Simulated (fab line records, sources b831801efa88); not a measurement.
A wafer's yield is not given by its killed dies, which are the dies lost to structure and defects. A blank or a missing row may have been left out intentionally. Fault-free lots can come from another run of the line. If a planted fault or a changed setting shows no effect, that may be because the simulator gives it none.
Which tool is to blame? -- flow sky130 -- 30 wafers from 10 lots sampled at 5 of the route's 708 steps

== WHAT EACH GAUGE READ, for each wafer ==
SKY_PASSIVATION_THK_MEAS_03.
lot,measured,on,PASSIVATION_CVD_02_THK (nm)
L449,day 42 07:50,film-metro-02,530 533 534
L454,day 43 05:14,film-metro-04,533 522 548
L455,day 43 17:16,film-metro-01,541 552 536
L456,day 44 02:13,film-metro-02,647 524 648 647 523 648
L459,day 44 09:48,film-metro-01,533 643 540 534 643 540
L460,day 44 17:24,film-metro-04,540 555 543
L461,day 45 00:50,film-metro-01,533 538 547
L466,day 51 06:16,film-metro-04,535 531 534
L467,day 51 06:47,film-metro-04,540 546 555
L469,day 51 08:08,film-metro-01,534 539 549

== WHICH TOOL RAN EACH LOT (tool, then ch and the chambers of the sampled wafers, then the start) ==
lot,SKY_VIA4_STRIP_13,SKY_VIA4_CVD_18,SKY_METAL5_DESCUM_14,SKY_PASSIVATION_CVD_02
L449,"plasma-asher-03 ch 0,1, day 41 03:30","cvd-w-01 ch 0,1, day 41 04:09","rie-metal-03 ch 1, day 42 06:34","pecvd-04 ch 0,2, day 42 07:36"
L454,"plasma-asher-01 ch 0,1, day 42 02:45","cvd-w-01 ch 0,1, day 42 03:25","rie-metal-01 ch 0,1, day 43 04:04","pecvd-03 ch 0,2, day 43 05:01"
L455,"plasma-asher-03 ch 0,1, day 42 16:30","cvd-w-02 ch 0, day 42 17:09","rie-metal-01 ch 0,1, day 43 16:05","pecvd-03 ch 0,2, day 43 17:02"
L456,"plasma-asher-02 ch 0,1, day 43 01:55","cvd-w-01 ch 0,1, day 43 02:34","rie-metal-02 ch 0,1, day 44 01:01","pecvd-03 ch 1,2, day 44 01:57"
L459,"plasma-asher-02 ch 0,1, day 43 09:13","cvd-w-01 ch 0,1, day 43 09:56","rie-metal-02 ch 0,1, day 44 08:35","pecvd-03 ch 0,1,2, day 44 09:34"
L460,"plasma-asher-03 ch 0,1, day 43 16:30","cvd-w-01 ch 0,1, day 43 17:09","rie-metal-01 ch 0, day 44 15:55","pecvd-04 ch 1,2, day 44 17:10"
L461,"plasma-asher-03 ch 0,1, day 44 01:19","cvd-w-01 ch 0,1, day 44 01:58","rie-metal-02 ch 0,1, day 44 23:38","pecvd-02 ch 1,2, day 45 00:37"
L466,"plasma-asher-03 ch 0,1, day 50 10:07","cvd-w-02 ch 0,1, day 50 10:47","rie-metal-03 ch 1, day 51 04:49","pecvd-02 ch 1,2, day 51 05:55"
L467,"plasma-asher-02 ch 0,1, day 50 10:39","cvd-w-02 ch 0, day 50 11:43","rie-metal-01 ch 0,1, day 51 05:37","pecvd-04 ch 1,2, day 51 06:34"
L469,"plasma-asher-03 ch 0,1, day 50 11:51","cvd-w-02 ch 0,1, day 50 12:58","rie-metal-02 ch 0,1, day 51 06:55","pecvd-03 ch 0,1,2, day 51 07:54"
- SKY_VIA4_STRIP_13: strips in O2/N2.
- SKY_VIA4_CVD_18: deposits W, target thk 505 nm, time 152.14 s.
- SKY_METAL5_DESCUM_14: chemistry O2, time 11 s.
- SKY_PASSIVATION_CVD_02: deposits Si3N4, target thk 540 nm.

== AS READ BY THE TOOLS THEMSELVES (means over the sampled wafers that have a number; for cases with no such wafer, the mark the record gives instead) ==
SKY_VIA4_STRIP_13.
lot,tool,drypump-motor-current-A (A),oes-product-au (a.u.),strip-time-to-endpoint-s (s)
L449,plasma-asher-03,5.9,0.706,12.81
L454,plasma-asher-01,5.5,0.712,12.80
L455,plasma-asher-03,6.0,0.710,12.81
L456,plasma-asher-02,6.0,0.716,12.79
L459,plasma-asher-02,6.0,0.716,12.80
L460,plasma-asher-03,5.9,0.706,12.80
L461,plasma-asher-03,5.9,0.711,12.79
L466,plasma-asher-03,5.9,0.711,12.80
L467,plasma-asher-02,6.0,0.710,12.83
L469,plasma-asher-03,6.0,0.707,12.86

SKY_VIA4_CVD_18.
lot,tool,heater-power-w (W)
L449,cvd-w-01,824
L454,cvd-w-01,802
L455,cvd-w-02,790
L456,cvd-w-01,831
L459,cvd-w-01,834
L460,cvd-w-01,821
L461,cvd-w-01,829
L466,cvd-w-02,832
L467,cvd-w-02,805
L469,cvd-w-02,836

SKY_METAL5_DESCUM_14.
lot,tool,drypump-motor-current-A (A),oes-product-au (a.u.)
L449,rie-metal-03,5.6,0.998
L454,rie-metal-01,5.6,1.003
L455,rie-metal-01,5.5,0.992
L456,rie-metal-02,6.4,0.991
L459,rie-metal-02,6.2,0.999
L460,rie-metal-01,5.7,0.983
L461,rie-metal-02,6.4,1.004
L466,rie-metal-03,5.6,0.998
L467,rie-metal-01,5.4,0.991
L469,rie-metal-02,6.4,0.997

SKY_PASSIVATION_CVD_02.
lot,tool,heater-power-w (W)
L449,pecvd-04,661
L454,pecvd-03,734
L455,pecvd-03,786
L456,pecvd-03,727
L459,pecvd-03,721
L460,pecvd-04,815
L461,pecvd-02,738
L466,pecvd-02,761
L467,pecvd-04,805
L469,pecvd-03,662

== THE ANSWER, worked out from the rows above alone ==
Rule: what is usual is taken from the lots themselves. Put in order of their means at a reading, lots are off if they are a third of the lots or fewer, leave a main group of 4 or more, and stand apart from it by a gap of 3 or more times the standard deviation of the main group's means; of several such gaps the widest counts. A main group whose means are all the same, to the digits that the tables above print for the reading, isn't used. A lot without any number at a reading at which 4 lots or more have one is off too. Where the step has rows for the other lots, those lots are counted as sound. After the gauges, taken in route order, come the tools' own readings; for these a lot's mean is taken, as printed above. The first step at which some lot is off is used, and at that step the reading that is off furthest; a lot without a number counts as furthest.
Off: at SKY_PASSIVATION_THK_MEAS_03 (PASSIVATION_CVD_02_THK), L456, L459. The main group: mean 540 nm, standard deviation 5.3.
A tool fits if, at a process step before that reading, it ran every lot that is off, and no sound lot after the first of them. The gauges at SKY_PASSIVATION_THK_MEAS_03 are tried like those tools. Not one of the candidates tried fits.

== WHAT WAS PUT IN BY THE SIMULATOR ==
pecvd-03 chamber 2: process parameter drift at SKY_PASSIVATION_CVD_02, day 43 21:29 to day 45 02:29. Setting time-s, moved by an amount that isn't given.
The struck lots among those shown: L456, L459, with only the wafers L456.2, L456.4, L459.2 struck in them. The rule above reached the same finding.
